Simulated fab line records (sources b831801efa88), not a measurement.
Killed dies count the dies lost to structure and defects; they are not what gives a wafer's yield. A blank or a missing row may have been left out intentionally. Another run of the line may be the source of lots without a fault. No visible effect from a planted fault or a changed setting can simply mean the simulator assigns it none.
fab line records | flow sky130
record lots=11 wafers=33 lastDay=50
route steps=708 shown CONTACT@433 METAL1@453 VIA1@478 METAL2@483 PAD_OPEN@708
lots that met no fault: from a run of the same line without faults
startH: start of the lot's first displayed wafer, in hours after the record's first day | waitH: how many hours have passed since the lot's step before this one | " identical to the entry in the row above | L1.1+2: one row covering several wafers at once | - no value present, or no start provided | * or withheld: withheld | < > ~ a bound
route shown NAME@n: names a module that has steps shown in the file, with the first one's number in the route | usual: mean and standard deviation over wafers with no fault | same: alike in all rows | chamber/n: place in a boat | sites: each site's reading | _std_site: their standard deviation | _edge_site: inner sites' mean taken away from outer sites' mean | radiusMm: for every site, how far away it sits from the centre of the wafer | mask NAME#n: copy n | behind: the last tool/chamber to shape the wafer | hold: cause of the lot's hold/its duration in hours/its outcome | device: which transistor (n, p or np) failed to switch | end of line: the same wafers' tests at the end of the route | a step given without rows: its recipe and nothing more | killed: count of dies lost to structure and defects at first sort (not the wafer's yield) | map: shows each die of a wafer: x if killed, . if not, _ if none is there
set.NAME: setting as actually run; set.NAME@STEP: the setting as run at that earlier step | model.NAME: the simulator's own value behind a step, which no gauge read
a sample of lots followed through the steps of the route, with each step as a table and each wafer as a row
services: when a tool's chamber went out of use (startH, in hours from the record's first day, below 0 if earlier), for how many hours, and the reason
## steps
# step SKY_CONTACT_CMP_27
# recipe stopOn=SiO2 tOverpolishS=15 downForcePsi=3.5 platenRpm=60 targetThkNm=0 padVelocityMS=0.94248
# usual motorCurrentA=11.1/1.3 overpolishRunS=15.000/0.0093 slurryFilterDpKPa=13.51/0.14 timeToEndpointS=82/4.1
# columns lot.wafer tool chamber startH waitH motorCurrentA overpolishRunS slurryFilterDpKPa timeToEndpointS
L167.4 cmp-01 0 753.67 0.1 10.2 15.000 13.23 87
L167.5 " 3 " " 10.9 14.999 13.43 84
L167.6 " 0 " " 10.5 14.981 13.39 83
L168.2 cmp-02 2 757.82 0.0 10.5 14.990 13.24 82
L168.4 " 3 " " 9.6 15.010 13.63 73
L168.1 " 1 " " 11.5 15.008 13.41 84
L169.3 cmp-02 1 777.43 0.1 12.0 15.014 13.45 87
L169.1 " 2 " " 10.3 15.007 13.54 84
L169.6 " 1 " " 11.7 14.994 13.56 87
L174.1 cmp-01 3 834.73 0.1 10.7 15.004 13.59 83
L174.2 " 2 " " 10.1 15.001 13.31 78
L174.6 " 3 " " 10.9 14.996 13.54 87
L175.2 cmp-02 1 834.87 0.0 11.7 15.018 13.47 84
L175.5 " 1 " " 12.1 15.011 13.68 86
L175.6 " 2 " " 10.2 14.991 13.64 83
L176.4 cmp-02 3 841.12 0.2 9.7 14.996 13.22 80
L176.2 " 1 " " 11.4 14.994 13.67 88
L176.1 " 2 " " 10.6 15.000 13.63 86
L180.4 cmp-02 3 859.56 0.0 9.6 14.996 13.60 82
L180.1 " 0 " " 12.6 15.000 13.49 84
L180.2 " 1 " " 12.1 15.012 13.51 84
L179.2 cmp-01 2 861.60 0.0 9.5 14.977 13.42 79
L179.1 " 3 " " 10.2 15.004 13.57 85
L179.4 " 0 " " 10.5 14.987 13.35 86
L178.1 cmp-01 1 862.84 0.1 13.6 14.998 13.75 92
L178.3 " 2 " " 9.4 15.008 13.39 80
L178.6 " 3 " " 10.8 14.994 13.28 85
L181.3 cmp-02 3 863.86 0.1 9.9 14.997 13.63 74
L181.6 " 2 " " 9.3 14.991 13.52 81
L181.5 " 3 " " 9.8 14.998 13.43 74
L185.1 cmp-02 2 891.01 0.1 10.5 14.994 13.77 85
L185.2 " 0 " " 12.4 15.002 13.59 81
L185.5 " 1 " " 11.5 14.994 13.52 82
# step SKY_METAL1_METAL_ETCH_19
# recipe targetDepthA=3600 stopOn=SiO2 overEtchFrac=0.3 timeS=78 chemistry=Cl2/BCl3 resistSidewallDeg=88 pressureMtorr=10 icpW=900 biasW=48.5 Cl2_flow_sccm=60 bcl3FlowSccm=30
# usual bcl3FlowSccm=29.99/0.11 drypumpMotorCurrentA=5.6/0.44 oesProductAu=0.853/0.0066 throttleValvePct=22.264/0.0091
# columns lot.wafer tool chamber startH waitH bcl3FlowSccm drypumpMotorCurrentA oesProductAu rfHoursCounterH throttleValvePct
L167.4 rieMetal-02 0 781.04 0.1 29.96 5.2 0.864 - 22.289
L167.5 " 0 " " 30.03 5.1 0.862 - 22.285
L167.6 " 1 " " 29.83 5.3 0.863 - 22.275
L168.1 rieMetal-02 1 784.23 0.0 30.11 5.2 0.857 13 22.265
L168.2 " 0 " " 30.06 5.2 0.863 0 22.265
L168.4 " 0 " " 30.10 5.2 0.849 - 22.261
L169.1 rieMetal-03 1 804.94 0.0 29.94 5.7 0.844 3 22.252
L169.3 " 1 " " 29.96 5.7 0.841 - 22.269
L169.6 " 1 " " 29.88 5.8 0.843 - 22.261
L174.1 rieMetal-02 1 850.25 0.0 29.83 5.2 0.849 0 22.263
L174.2 " 0 " " 30.14 5.1 0.848 4 22.260
L174.6 " 1 " " 29.78 5.3 0.852 - 22.259
L175.2 rieMetal-01 1 851.49 0.1 30.18 5.4 0.843 - 22.269
L175.5 " 1 " " 30.10 5.4 0.855 - 22.267
L175.6 " 1 " " 30.13 5.4 0.855 - 22.267
L176.1 rieMetal-02 1 865.83 0.0 30.00 5.3 0.851 0 22.253
L176.2 " 0 " " 30.13 5.2 0.861 4 22.266
L176.4 " 0 " " 30.13 5.2 0.853 - 22.260
L180.1 rieMetal-02 1 884.89 0.0 29.94 5.2 0.865 1 22.280
L180.2 " 0 " " 30.26 5.2 0.854 5 22.260
L180.4 " 0 " " 30.11 5.2 0.855 - 22.264
L179.1 rieMetal-01 1 887.09 0.0 29.84 5.4 0.854 2 22.280
L179.2 " 0 " " 29.96 6.0 0.848 16 22.255
L179.4 " 0 " " 29.90 6.0 0.852 - 22.258
L178.1 rieMetal-03 0 888.01 0.0 29.94 6.4 0.852 7 22.267
L178.3 " 1 " " 30.00 5.7 0.860 - 22.255
L178.6 " 0 " " 30.03 6.4 0.852 - 22.255
L181.3 rieMetal-01 1 888.99 0.1 29.85 5.4 0.859 - 22.250
L181.5 " 1 " " 29.89 5.4 0.851 - 22.272
L181.6 " 0 " " 30.05 6.0 0.861 - 22.258
L185.1 rieMetal-03 1 916.51 0.0 30.14 5.7 0.844 7 22.254
L185.2 " 0 " " 29.82 6.5 0.853 8 22.267
L185.5 " 0 " " 29.84 6.5 0.850 - 22.251
# step SKY_VIA1_SPUTTER_20
# recipe material=TiN targetThkNm=20 chamberPressurePa=5 powerW=4000 timeS=80
# usual cathodeDcPowerW=4000.1/0.67 chamberPressurePa=5.000/0.01 throttleValvePct=30.4/0.56
# columns lot.wafer tool chamber startH waitH cathodeDcPowerW chamberPressurePa throttleValvePct
L167.4 pvdSputter-03 - 833.73 0.0 4001.0 4.997 30.2
L167.5 " - " " 3999.7 4.967 30.0
L167.6 " - " " 3999.9 4.999 30.6
L168.1 pvdSputter-01 - 834.69 0.0 4000.4 4.997 30.3
L168.2 " - " " 3999.8 4.993 30.2
L168.4 " - " " 3998.9 4.988 29.5
L169.1 pvdSputter-03 - 840.49 0.0 4000.6 4.993 30.5
L169.3 " - " " 4001.0 4.999 30.0
L169.6 " - " " 3999.5 4.993 30.1
L174.1 pvdSputter-03 - 877.38 0.0 3999.1 5.001 30.3
L174.2 " - " " 4001.4 5.002 30.3
L174.6 " - " " 3999.0 4.993 30.2
L175.2 pvdSputter-01 - 878.06 0.0 4000.6 4.993 29.4
L175.5 " - " " 3999.9 4.989 30.7
L175.6 " - " " 3999.8 4.984 30.4
L176.1 pvdSputter-01 - 892.55 0.0 3999.6 4.986 30.5
L176.2 " - " " 3999.6 5.000 31.6
L176.4 " - " " 3999.5 5.011 29.3
L180.1 pvdSputter-03 - 912.08 0.0 4001.1 4.993 30.7
L180.2 " - " " 4000.0 5.002 30.3
L180.4 " - " " 3999.4 4.989 30.2
L179.1 pvdSputter-03 - 914.39 0.0 - - -
L179.2 " - " " - - -
L179.4 " - " " - - -
L178.1 pvdSputter-01 - 915.57 0.0 - - -
L178.3 " - " " - - -
L178.6 " - " " - - -
L181.3 pvdSputter-03 - 915.82 0.0 - - -
L181.5 " - " " - - -
L181.6 " - " " - - -
L185.1 pvdSputter-03 - 943.58 0.0 4000.1 5.004 30.2
L185.2 " - " " 3999.0 5.020 30.8
L185.5 " - " " 4001.3 4.995 29.9
# step SKY_METAL2_SPUTTER_00
# recipe material=Ti targetThkNm=15 powerW=3000 timeS=10 chamberPressurePa=0.4
# usual cathodeDcPowerW=3000.1/0.55 chamberPressurePa=0.4000/0.00087 throttleValvePct=30.2/0.91
# columns lot.wafer tool chamber startH waitH cathodeDcPowerW chamberPressurePa throttleValvePct
L167.4 pvdSputter-04 - 834.37 0.1 2999.5 0.3993 30.0
L167.5 " - " " 3000.1 0.3998 30.1
L167.6 " - " " 3000.4 0.3999 30.0
L168.1 pvdSputter-04 - 835.33 0.1 2999.9 0.4005 28.7
L168.2 " - " " 3000.1 0.4002 30.0
L168.4 " - " " 3000.6 0.4005 30.2
L169.1 pvdSputter-01 - 841.13 0.2 2999.3 0.3996 29.2
L169.3 " - " " 2999.9 0.4005 30.2
L169.6 " - " " 2999.9 0.4011 29.5
L174.1 pvdSputter-04 - 878.01 0.1 2999.4 0.3989 30.5
L174.2 " - " " 3000.0 0.4010 31.5
L174.6 " - " " 3000.0 0.4009 31.5
L175.2 pvdSputter-01 - 878.70 0.1 3000.4 0.4004 30.5
L175.5 " - " " 3001.4 0.4005 31.3
L175.6 " - " " 3000.1 0.3997 30.2
L176.1 pvdSputter-01 - 893.19 0.2 3001.1 0.4010 29.3
L176.2 " - " " 3000.2 0.3977 30.5
L176.4 " - " " 3000.6 0.3999 31.4
L180.1 pvdSputter-01 - 912.97 0.2 2999.0 0.3991 30.5
L180.2 " - " " 3000.1 0.3988 29.4
L180.4 " - " " 3000.4 0.4003 31.2
L185.1 pvdSputter-04 - 944.66 0.1 2999.6 0.3997 31.3
L185.2 " - " " 3000.1 0.3997 30.0
L185.5 " - " " 3000.1 0.3995 30.0
# step SKY_PAD_OPEN_PROBE_99
# usual defectLimitedYield=82.8/1.8 killed_at_M0_to_M3=42/5.8 killed_at_M4_up=3.0/2 killedAtContacts=24/5.5 killedAtFrontEnd=15/3.9 killedAtOther=0.3/0.54 killedDies=85/8.8 killedOnRim=16/3.7 killedOpen=47/6.8 killedShort=38/5.9 sort_bin_3_pad_short=0.9/0.41 sort_bin_5_function=10.1/1.4 sort_bin_6_memory=6.2/1.2 sortNPass=407/8.8 sortYieldPct=82.8/1.8
# same grossDies=492 killedAtBackSide=0 sort_bin_4_leakage[%]=0 sort_bin_8_speed[%]=0
# columns lot.wafer tool chamber startH waitH defectLimitedYield[%] killed_at_M0_to_M3 killed_at_M4_up killedAtContacts killedAtFrontEnd killedAtOther killedDies killedOnRim killedOpen killedShort sort_bin_3_pad_short[%] sort_bin_5_function[%] sort_bin_6_memory[%] sortNPass sortYieldPct[%]
L167.4 prober-01 - 1095.79 0.2 84.8 42 1 20 12 0 75 16 45 29 0.4 9.1 5.7 417 84.8
L167.5 prober-01 - 1095.84 0.2 80.1 34 4 36 24 0 98 23 57 41 1.8 10.4 7.7 394 80.1
L167.6 prober-01 - 1095.89 0.2 80.9 44 2 29 19 0 94 19 58 35 0.4 10.4 8.3 398 80.9
L168.1 prober-02 - 1097.34 0.1 84.3 42 2 22 11 0 77 19 46 31 0.8 9.3 5.5 415 84.3
L168.2 prober-02 - 1097.39 0.1 83.5 42 5 21 13 0 81 14 46 35 1.2 10.0 5.3 411 83.5
L168.4 prober-02 - 1097.49 0.2 84.3 37 2 21 17 0 77 16 48 29 0 10.4 5.3 415 84.3
L169.1 prober-01 - 1113.59 0.1 83.5 48 5 14 14 0 81 16 40 41 0.8 9.8 5.9 411 83.5
L169.3 prober-01 - 1113.69 0.2 83.3 43 4 21 14 0 82 16 38 44 1.0 9.8 5.9 410 83.3
L169.6 prober-01 - 1113.84 0.2 84.1 40 1 23 14 0 78 19 46 32 0.8 10.2 4.9 414 84.1
L174.1 prober-02 - 1139.49 0.1 82.7 47 3 24 11 0 85 14 45 39 0.6 10.4 6.3 407 82.7
L174.2 prober-02 - 1139.54 0.1 80.7 47 3 30 15 0 95 21 48 47 0.2 12.8 6.3 397 80.7
L174.6 prober-02 - 1139.74 0.2 81.5 46 2 29 14 0 91 17 54 37 0.6 9.3 8.5 401 81.5
L175.2 prober-01 - 1139.98 0.1 79.7 45 2 29 24 0 100 16 52 48 0.8 10.6 8.9 392 79.7
L175.5 prober-01 - 1140.13 0.2 82.5 35 6 28 17 0 86 9 52 34 1.0 10.4 6.1 406 82.5
L175.6 prober-01 - 1140.18 0.2 81.7 44 5 24 17 0 90 15 48 42 0.8 12.0 5.5 402 81.7
L176.1 prober-01 - 1155.17 0.1 78.7 47 5 27 25 1 105 18 55 49 0.4 11.8 9.1 387 78.7
L176.2 prober-01 - 1155.22 0.1 83.9 43 2 20 13 1 79 9 40 39 0.4 10.6 5.1 413 83.9
L176.4 prober-01 - 1155.32 0.2 82.5 39 3 24 20 0 86 15 47 39 1.6 9.3 6.5 406 82.5
L180.1 prober-02 - 1164.97 0.1 83.3 40 7 24 11 0 82 16 49 33 0.4 9.6 6.7 410 83.3
L180.2 prober-02 - 1165.02 0.1 80.7 50 2 24 18 1 95 23 55 40 1.0 13.0 5.3 397 80.7
L180.4 prober-02 - 1165.12 0.2 82.7 39 2 30 13 1 85 18 53 32 0.8 10.6 5.9 407 82.7
L179.1 prober-01 - 1168.84 0.1 0 450 2 22 18 0 492 96 37 43 0 95.5 4.5 0 0
L179.2 prober-01 - 1168.89 0.1 0 445 1 30 15 1 492 96 44 34 0.6 95.5 3.9 0 0
L179.4 prober-01 - 1168.99 0.2 0 434 6 27 25 0 492 96 45 44 0.8 91.7 7.5 0 0
L178.1 prober-02 - 1172.49 0.1 0 441 2 35 14 0 492 96 51 44 1.4 91.9 6.7 0 0
L178.3 prober-02 - 1172.59 0.2 0 451 4 23 14 0 492 96 38 29 0.4 94.7 4.9 0 0
L178.6 prober-02 - 1172.74 0.2 0 459 2 25 6 0 492 96 46 32 0.6 94.5 4.9 0 0
L181.3 prober-01 - 1175.21 0.2 0 455 1 23 13 0 492 96 55 31 0.6 94.3 5.1 0 0
L181.5 prober-01 - 1175.31 0.2 0 454 5 18 15 0 492 96 40 41 1.2 93.3 5.5 0 0
L181.6 prober-01 - 1175.36 0.2 0 456 7 19 10 0 492 96 38 34 0.8 93.7 5.5 0 0
L185.1 prober-01 - 1192.96 0.1 81.7 52 0 28 10 0 90 15 49 41 0.8 11.4 6.1 402 81.7
L185.2 prober-01 - 1193.01 0.1 85.8 42 2 13 13 0 70 12 45 25 0.8 7.3 6.1 422 85.8
L185.5 prober-01 - 1193.16 0.2 83.9 41 1 23 14 0 79 17 46 33 0.8 7.9 7.3 413 83.9
# killed by level:class
L167.4 CONTACT:geometricParticle:open=11 VIA3:geometricParticle:open=10 VIA1:geometricParticle:open=9 VIA1:geometricParticle:short=5 CONTACT:geometricParticle:short=4 VIA2:geometricParticle:short=4 POLY_GATE:geometricParticle:open=3 POLY_GATE:geometricParticle:short=3
L167.5 CONTACT:geometricParticle:open=13 VIA1:geometricParticle:open=10 LI_CONTACT:geometricParticle:open=9 FIELD_ISO:geometricParticle:open=7 LI_CONTACT:geometricParticle:short=7 METAL2:geometricParticle:short=6 POLY_GATE:geometricParticle:open=4 METAL1:geometricParticle:short=4
L167.6 CONTACT:geometricParticle:open=12 VIA2:geometricParticle:open=12 VIA1:geometricParticle:open=7 POLY_GATE:geometricParticle:open=7 LI_CONTACT:geometricParticle:open=7 POLY_GATE:geometricParticle:short=6 VIA1:geometricParticle:short=6 CONTACT:geometricParticle:short=5
L168.1 VIA1:geometricParticle:open=10 CONTACT:geometricParticle:open=9 VIA3:geometricParticle:open=8 CONTACT:geometricParticle:short=6 VIA2:geometricParticle:open=6 LI_CONTACT:geometricParticle:open=4 METAL1:geometricParticle:short=4 METAL2:geometricParticle:short=4
L168.2 VIA1:geometricParticle:open=11 CONTACT:geometricParticle:open=9 VIA3:geometricParticle:open=7 METAL1:geometricParticle:short=5 VIA1:geometricParticle:short=5 LOCAL_INTERCONNECT:geometricParticle:short=4 LI_CONTACT:geometricParticle:open=4 METAL1:geometricParticle:open=4
L168.4 VIA1:geometricParticle:open=10 CONTACT:geometricParticle:open=9 FIELD_ISO:geometricParticle:short=6 VIA3:geometricParticle:open=6 VIA2:geometricParticle:open=6 LOCAL_INTERCONNECT:geometricParticle:short=4 VIA1:geometricParticle:short=4 FIELD_ISO:geometricParticle:open=3
L169.1 VIA1:geometricParticle:open=12 METAL2:geometricParticle:short=10 POLY_GATE:geometricParticle:short=6 CONTACT:geometricParticle:open=6 METAL1:geometricParticle:short=5 VIA2:geometricParticle:open=4 VIA1:geometricParticle:short=4 VIA3:geometricParticle:open=4
L169.3 VIA1:geometricParticle:short=11 CONTACT:geometricParticle:open=10 LI_CONTACT:geometricParticle:open=6 VIA2:geometricParticle:open=6 FIELD_ISO:geometricParticle:short=5 METAL2:geometricParticle:short=5 POLY_GATE:geometricParticle:short=4 METAL1:geometricParticle:short=4
L169.6 CONTACT:geometricParticle:open=12 VIA2:geometricParticle:open=8 VIA1:geometricParticle:short=6 VIA3:geometricParticle:open=6 METAL1:geometricParticle:short=5 SPACER:geometricParticle:open=4 POLY_GATE:geometricParticle:open=4 LOCAL_INTERCONNECT:geometricParticle:short=4
L174.1 VIA1:geometricParticle:open=9 VIA3:geometricParticle:open=8 LI_CONTACT:geometricParticle:open=7 METAL1:geometricParticle:short=7 CONTACT:geometricParticle:open=6 LI_CONTACT:geometricParticle:short=5 VIA2:geometricParticle:open=5 VIA1:geometricParticle:short=4
L174.2 VIA2:geometricParticle:open=11 FIELD_ISO:geometricParticle:open=7 LOCAL_INTERCONNECT:geometricParticle:short=7 LI_CONTACT:geometricParticle:open=7 METAL1:geometricParticle:short=7 VIA3:geometricParticle:open=7 CONTACT:geometricParticle:short=6 CONTACT:geometricParticle:open=6
L174.6 VIA3:geometricParticle:open=15 CONTACT:geometricParticle:open=12 CONTACT:geometricParticle:short=6 VIA1:geometricParticle:open=6 VIA2:geometricParticle:open=6 LI_CONTACT:geometricParticle:open=5 METAL1:geometricParticle:short=5 METAL3:geometricParticle:short=4
L175.2 VIA2:geometricParticle:open=11 LI_CONTACT:geometricParticle:open=9 LOCAL_INTERCONNECT:geometricParticle:short=8 CONTACT:geometricParticle:open=8 FIELD_ISO:geometricParticle:short=7 VIA1:geometricParticle:short=7 FIELD_ISO:geometricParticle:open=6 METAL1:geometricParticle:short=6
L175.5 VIA1:geometricParticle:open=13 CONTACT:geometricParticle:open=11 VIA3:geometricParticle:open=6 LI_CONTACT:geometricParticle:open=5 CONTACT:geometricParticle:short=5 POLY_GATE:geometricParticle:short=4 POLY_GATE:geometricParticle:open=4 VIA2:geometricParticle:open=4
L175.6 VIA3:geometricParticle:open=9 VIA1:geometricParticle:short=8 CONTACT:geometricParticle:open=8 VIA2:geometricParticle:open=7 FIELD_ISO:geometricParticle:open=5 LOCAL_INTERCONNECT:geometricParticle:short=5 POLY_GATE:geometricParticle:open=5 LI_CONTACT:geometricParticle:open=5
L176.1 FIELD_ISO:geometricParticle:open=9 VIA2:geometricParticle:open=9 LI_CONTACT:geometricParticle:open=8 FIELD_ISO:geometricParticle:short=7 CONTACT:geometricParticle:open=7 VIA1:geometricParticle:open=7 VIA3:geometricParticle:open=7 LOCAL_INTERCONNECT:geometricParticle:short=6
L176.2 CONTACT:geometricParticle:open=11 METAL1:geometricParticle:short=10 VIA1:geometricParticle:open=10 VIA2:geometricParticle:open=6 VIA3:geometricParticle:open=5 CONTACT:geometricParticle:short=5 FIELD_ISO:geometricParticle:short=4 FIELD_ISO:geometricParticle:open=3
L176.4 VIA1:geometricParticle:open=10 CONTACT:geometricParticle:open=9 VIA3:geometricParticle:open=8 FIELD_ISO:geometricParticle:short=5 FIELD_ISO:geometricParticle:open=5 VIA2:geometricParticle:open=5 LI_CONTACT:geometricParticle:open=4 LOCAL_INTERCONNECT:geometricParticle:short=4
L180.1 VIA1:geometricParticle:open=12 LI_CONTACT:geometricParticle:open=8 METAL4:geometricParticle:short=6 CONTACT:geometricParticle:open=6 METAL1:geometricParticle:short=6 METAL2:geometricParticle:short=6 LOCAL_INTERCONNECT:geometricParticle:short=4 VIA2:geometricParticle:open=4
L180.2 VIA1:geometricParticle:open=13 VIA2:geometricParticle:open=10 CONTACT:geometricParticle:open=8 FIELD_ISO:geometricParticle:open=6 VIA3:geometricParticle:open=6 LI_CONTACT:geometricParticle:open=6 LOCAL_INTERCONNECT:geometricParticle:short=6 METAL2:geometricParticle:short=6
L180.4 LI_CONTACT:geometricParticle:open=12 VIA1:geometricParticle:open=10 CONTACT:geometricParticle:open=10 FIELD_ISO:geometricParticle:short=6 LOCAL_INTERCONNECT:geometricParticle:short=6 VIA2:geometricParticle:open=6 VIA3:geometricParticle:open=6 VIA2:geometricParticle:short=4
L179.1 VIA1:areaSputter=411 VIA1:geometricParticle:open=8 VIA1:geometricParticle:short=7 LI_CONTACT:geometricParticle:short=6 VIA2:geometricParticle:open=6 POLY_GATE:geometricParticle:short=5 LOCAL_INTERCONNECT:geometricParticle:short=5 POLY_GATE:geometricParticle:open=4
L179.2 VIA1:areaSputter=414 CONTACT:geometricParticle:open=9 LI_CONTACT:geometricParticle:open=7 FIELD_ISO:geometricParticle:open=5 VIA1:geometricParticle:short=5 VIA1:geometricParticle:open=5 LOCAL_INTERCONNECT:geometricParticle:short=5 POLY_GATE:geometricParticle:short=4
L179.4 VIA1:areaSputter=402 CONTACT:geometricParticle:open=11 VIA3:geometricParticle:open=11 POLY_GATE:geometricParticle:short=10 METAL1:geometricParticle:short=6 POLY_GATE:geometricParticle:open=5 METAL4:geometricParticle:short=5 LI_CONTACT:geometricParticle:open=4
L178.1 VIA1:areaSputter=396 CONTACT:geometricParticle:open=14 VIA1:geometricParticle:open=9 LI_CONTACT:geometricParticle:open=8 CONTACT:geometricParticle:short=7 METAL1:geometricParticle:short=7 VIA2:geometricParticle:open=7 METAL2:geometricParticle:short=5
L178.3 VIA1:areaSputter=425 VIA1:geometricParticle:open=10 CONTACT:geometricParticle:open=7 LOCAL_INTERCONNECT:geometricParticle:short=5 METAL2:geometricParticle:short=5 FIELD_ISO:geometricParticle:open=4 LI_CONTACT:geometricParticle:open=4 CONTACT:geometricParticle:short=4
L178.6 VIA1:areaSputter=414 VIA1:geometricParticle:open=11 CONTACT:geometricParticle:open=8 VIA3:geometricParticle:open=7 VIA2:geometricParticle:open=6 CONTACT:geometricParticle:short=5 LI_CONTACT:geometricParticle:open=5 METAL1:geometricParticle:short=5
L181.3 VIA1:areaSputter=406 VIA2:geometricParticle:open=13 POLY_GATE:geometricParticle:open=9 CONTACT:geometricParticle:open=9 VIA1:geometricParticle:open=6 VIA1:geometricParticle:short=5 VIA2:geometricParticle:short=5 VIA3:geometricParticle:open=5
L181.5 VIA1:areaSputter=411 VIA1:geometricParticle:open=10 METAL2:geometricParticle:short=8 VIA2:geometricParticle:open=6 POLY_GATE:geometricParticle:short=5 VIA1:geometricParticle:short=5 LI_CONTACT:geometricParticle:short=4 CONTACT:geometricParticle:short=4
L181.6 VIA1:areaSputter=420 VIA2:geometricParticle:open=9 LI_CONTACT:geometricParticle:open=6 CONTACT:geometricParticle:open=5 FIELD_ISO:geometricParticle:short=4 VIA1:geometricParticle:open=4 METAL2:geometricParticle:short=4 VIA3:geometricParticle:open=4
L185.1 VIA2:geometricParticle:open=11 VIA1:geometricParticle:open=10 LI_CONTACT:geometricParticle:open=8 VIA1:geometricParticle:short=8 CONTACT:geometricParticle:open=7 CONTACT:geometricParticle:short=6 VIA3:geometricParticle:open=6 METAL1:geometricParticle:short=5
L185.2 VIA1:geometricParticle:open=12 VIA2:geometricParticle:open=10 VIA3:geometricParticle:open=7 LI_CONTACT:geometricParticle:open=6 VIA3:geometricParticle:short=6 CONTACT:geometricParticle:open=4 POLY_GATE:geometricParticle:short=3 SPACER:geometricParticle:short=3
L185.5 LI_CONTACT:geometricParticle:open=9 CONTACT:geometricParticle:open=9 METAL1:geometricParticle:short=7 VIA1:geometricParticle:open=7 FIELD_ISO:geometricParticle:open=5 METAL2:geometricParticle:short=5 VIA3:geometricParticle:open=5 VIA2:geometricParticle:open=4
## services
# columns tool chamber startH hours kind
rieMetal-02 0 740.04 - clean
cmp-02 - 744.00 4.0 pm
cmp-02 - 748.00 - consumableReplace:conditioner
cmp-02 - 748.00 - consumableReplace:pad
pvdSputter-03 - 749.38 1.0 repair
pvdSputter-04 - 766.16 1.9 repair
cmp-01 - 769.40 4.3 repair
cmp-01 - 783.64 4.2 pm
cmp-01 - 826.16 0.8 repair
pvdSputter-04 - 826.58 7.5 repair
pvdSputter-01 0 839.57 - consumableReplace:kit
pvdSputter-01 0 839.57 18.0 scheduledDown
pvdSputter-01 0 839.57 18.0 ventCycle
rieMetal-01 - 839.89 2.8 pm
rieMetal-01 0 845.45 16.1 repair
cmp-02 - 850.10 7.9 pm
cmp-01 - 878.11 0.3 repair
pvdSputter-03 - 904.17 1.0 repair
cmp-01 - 912.00 4.0 pm
cmp-01 - 914.59 1.3 repair
cmp-01 - 921.55 25.4 pm
pvdSputter-01 3 944.23 - consumableReplace:kit
pvdSputter-01 3 944.23 18.0 scheduledDown
pvdSputter-01 3 944.23 18.0 ventCycle
## key
firstSign step=SKY_VIA1_SPUTTER_20 reading=toolRecord direction=missing
effect step=SKY_PAD_OPEN_PROBE_99 reading=killed_at_M0_to_M3 direction=up sigmas=70 usual=42 struck=449
moreKillsBornAt SKY_VIA1_SPUTTER_20@pvdSputter-03=2461 SKY_VIA1_SPUTTER_20@pvdSputter-01=1234
metAt SKY_VIA1_SPUTTER_20
struckLots L178,L179,L181
laterRowsLeftOut L178.1,L178.3,L178.6,L179.1,L179.2,L179.4,L181.3,L181.5,L181.6
notActingAt SKY_CONTACT_CMP_27,SKY_METAL1_METAL_ETCH_19,SKY_METAL2_SPUTTER_00
onsetBetween 912.08 914.39
fault kind=skippedStepWhole tool=pvdSputter-01,pvdSputter-03 chamber=- onsetH=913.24 steps=SKY_VIA1_SPUTTER_20 scope=struckLotsOnly
# laterRowsLeftOut: the simulator's readings of these wafers behind a module that went badly wrong aren't trusted and aren't shown, but for the sort
